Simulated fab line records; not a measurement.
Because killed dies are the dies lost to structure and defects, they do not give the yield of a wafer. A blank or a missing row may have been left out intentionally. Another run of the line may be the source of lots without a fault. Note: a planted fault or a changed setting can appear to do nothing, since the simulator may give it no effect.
Chamber matching | flow gf180mcu | GF_V3_CVD_02 on pecvd-03 has 3 sister chambers
The step deposits SiO2 from TEOS, target thk 850 nm, time 94.851 s. 3 wafers are shown with their chamber, then 7 later ones without.

== EACH WAFER AND ITS CHAMBER ==
wafer  | chamber | heater_power_w (W)
L781.6 | 0       | 554
L783.1 | 2       | 643
L783.2 | 1       | 700

== WAFERS WHOSE CHAMBER IS MISSING ==
wafer  | heater_power_w (W)
L783.5 | 571
L787.1 | 681
L787.3 | 621
L787.6 | 661
L793.3 | 680
L793.4 | 503
L793.5 | 584

== CHAMBER TAKEN BY EACH ==
wafer  | from the rows above     | in truth
L783.5 | can't be placed: 0 or 2 | 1
L787.1 | can't be placed: 1 or 2 | 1
L787.3 | can't be placed: 2 or 0 | 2
L787.6 | can't be placed: 2 or 1 | 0
L793.3 | can't be placed: 1 or 2 | 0
L793.4 | 0                       | 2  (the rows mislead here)
L793.5 | can't be placed: 0 or 2 | 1
Correct placement for 0 of the 7. Unplaceable from these rows: 6, with the true chamber sitting among the candidates in 2. 1 placed wrongly.
How it was worked out, from the rows above alone: a wafer's distance from a chamber is the root of the sum, over the readings, of the square of ((its reading less the chamber's mean) divided by the reading's scatter). If the next closest chamber is less than 2 further off than the closest, the wafer can't be placed; otherwise it belongs to the closest. Each chamber's mean is taken over the wafers shown for it. The scatter: with one shown wafer a chamber, the root of the mean of the squares of how far each hidden wafer lies from its nearest shown one.
